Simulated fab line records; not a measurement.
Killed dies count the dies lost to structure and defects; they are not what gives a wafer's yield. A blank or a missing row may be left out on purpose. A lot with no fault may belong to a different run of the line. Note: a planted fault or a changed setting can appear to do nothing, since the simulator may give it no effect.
Which tool is to blame? :: flow gf180mcu :: 37 wafers from 13 lots sampled at 3 of the route's 602 steps

== WHAT THE GAUGES SHOWED, per wafer ==
GF_V4_CD_MEAS_14: target cd 260 nm.
lot: L845
measured: day 24 10:15
on: cd sem-02
cd nm (nm): 258.2 259.1 257.2

lot: L846
measured: day 24 23:50
on: cd sem-01
cd nm (nm): 259.4 259.7 259.7

lot: L851
measured: day 26 16:59
on: cd sem-02
cd nm (nm): 260.3 261.7 261.5

lot: L852
measured: day 26 22:28
on: cd sem-02
cd nm (nm): 259.3 259.7

lot: L853
measured: day 27 02:31
on: cd sem-01
cd nm (nm): 259.8 259.2

lot: L860
measured: day 29 05:27
on: cd sem-01
cd nm (nm): 259.9 260.3 261.2

lot: L861
measured: day 29 15:31
on: cd sem-01
cd nm (nm): 260.3 260.5 260.1

lot: L862
measured: day 29 18:01
on: cd sem-01
cd nm (nm): 258.6 258.8 258.7

lot: L863
measured: day 30 05:11
on: cd sem-01
cd nm (nm): 260.1 261.1 260.4

lot: L864
measured: day 30 11:57
on: cd sem-01
cd nm (nm): 259.4 261.0 258.4

lot: L866
measured: day 30 19:03
on: cd sem-01
cd nm (nm): 260.7 261.3 260.9

lot: L867
measured: day 31 00:22
on: cd sem-01
cd nm (nm): 260.9 260.4 261.5

lot: L868
measured: day 31 15:25
on: cd sem-02
cd nm (nm): 260.1 259.7 260.7

GF_MIM_THK_MEAS_06.
lot: L845
measured: day 24 12:03
on: film metro-03
MIM_CVD_05_THK (nm): 41.5 41.4 41.9

lot: L846
measured: day 25 01:35
on: film metro-03
MIM_CVD_05_THK (nm): 41.5 41.8 42.1

lot: L851
measured: day 26 18:45
on: film metro-03
MIM_CVD_05_THK (nm): 41.8 42.9 36.9

lot: L852
measured: day 27 00:16
on: film metro-01
MIM_CVD_05_THK (nm): 37.0 37.0

lot: L853
measured: day 27 04:16
on: film metro-04
MIM_CVD_05_THK (nm): 42.0 36.7

lot: L860
measured: day 29 07:15
on: film metro-03
MIM_CVD_05_THK (nm): 41.5 42.8 43.1

lot: L861
measured: day 29 17:28
on: film metro-01
MIM_CVD_05_THK (nm): 42.2 42.7 42.6

lot: L862
measured: day 29 19:58
on: film metro-01
MIM_CVD_05_THK (nm): 41.3 42.3 42.5

lot: L863
measured: day 30 07:03
on: film metro-01
MIM_CVD_05_THK (nm): 42.1 42.5 42.9

lot: L864
measured: day 30 13:43
on: film metro-01
MIM_CVD_05_THK (nm): 40.8 40.3 41.2

lot: L866
measured: day 30 20:49
on: film metro-04
MIM_CVD_05_THK (nm): 42.3 42.2 42.3

lot: L867
measured: day 31 02:08
on: film metro-03
MIM_CVD_05_THK (nm): 41.7 42.5 42.4

lot: L868
measured: day 31 17:12
on: film metro-01
MIM_CVD_05_THK (nm): 42.2 42.7 42.2

== WHAT TOOL EACH LOT RAN ON (gives the tool, then ch and the chambers of the sampled wafers, and finally the start) ==
lot: L845
GF_MIM_CVD_05: pecvd-04 ch 0,1,2, day 24 12:01

lot: L846
GF_MIM_CVD_05: pecvd-04 ch 1,2, day 25 01:32

lot: L851
GF_MIM_CVD_05: pecvd-04 ch 0, day 26 18:41

lot: L852
GF_MIM_CVD_05: pecvd-04 ch 0,2, day 27 00:13

lot: L853
GF_MIM_CVD_05: pecvd-04 ch 1,2, day 27 04:14

lot: L860
GF_MIM_CVD_05: pecvd-01 ch 1,2, day 29 07:13

lot: L861
GF_MIM_CVD_05: pecvd-04 ch 1, day 29 17:24

lot: L862
GF_MIM_CVD_05: pecvd-02 ch 1,2, day 29 19:55

lot: L863
GF_MIM_CVD_05: pecvd-02 ch 0,1, day 30 07:00

lot: L864
GF_MIM_CVD_05: pecvd-02 ch 1,2, day 30 13:41

lot: L866
GF_MIM_CVD_05: pecvd-04 ch 0,2, day 30 20:47

lot: L867
GF_MIM_CVD_05: pecvd-01 ch 1,2, day 31 02:06

lot: L868
GF_MIM_CVD_05: pecvd-04 ch 0,1, day 31 17:10
- GF_MIM_CVD_05: deposits Si3N4, target thk 42 nm, time 29.086 s.

== AS READ BY THE TOOLS THEMSELVES (means over the sampled wafers that have a number; for cases with no such wafer, the mark the record gives instead) ==
GF_MIM_CVD_05.
lot: L845
tool: pecvd-04
heater power w (W): 595
run length s (s): 57.5

lot: L846
tool: pecvd-04
heater power w (W): 534
run length s (s): 57.1

lot: L851
tool: pecvd-04
heater power w (W): 614
run length s (s): 55.7

lot: L852
tool: pecvd-04
heater power w (W): 635
run length s (s): 53.2

lot: L853
tool: pecvd-04
heater power w (W): 576
run length s (s): 55.0

lot: L860
tool: pecvd-01
heater power w (W): 615
run length s (s): 57.9

lot: L861
tool: pecvd-04
heater power w (W): 551
run length s (s): 57.2

lot: L862
tool: pecvd-02
heater power w (W): 708
run length s (s): 56.3

lot: L863
tool: pecvd-02
heater power w (W): 694
run length s (s): 57.3

lot: L864
tool: pecvd-02
heater power w (W): 653
run length s (s): 56.3

lot: L866
tool: pecvd-04
heater power w (W): 601
run length s (s): 57.3

lot: L867
tool: pecvd-01
heater power w (W): 801
run length s (s): 57.5

lot: L868
tool: pecvd-04
heater power w (W): 613
run length s (s): 57.1

== THE ANSWER, worked out from the rows above alone ==
Rule: what is usual is taken from the lots themselves. Put in order of their means at a reading, lots are off if they are a third of the lots or fewer, leave a main group of 4 or more, and stand apart from it by a gap of 3 or more times the standard deviation of the main group's means; of several such gaps the widest counts. A main group is skipped when, at the precision printed for the reading in the tables above, its means are all equal. Also off: a lot with no number at a reading for which 4 or more lots have one. Where the step has rows for the other lots, those lots are counted as sound. First the gauges in route order, then the tools' own readings, where a lot's mean is used as printed above. The first step at which some lot is off is used, and at that step the reading that is off furthest; a lot without a number counts as furthest.
None of the lots is off at any reading shown; this tells nothing.

== WHAT THE SIMULATOR HAD INSERTED ==
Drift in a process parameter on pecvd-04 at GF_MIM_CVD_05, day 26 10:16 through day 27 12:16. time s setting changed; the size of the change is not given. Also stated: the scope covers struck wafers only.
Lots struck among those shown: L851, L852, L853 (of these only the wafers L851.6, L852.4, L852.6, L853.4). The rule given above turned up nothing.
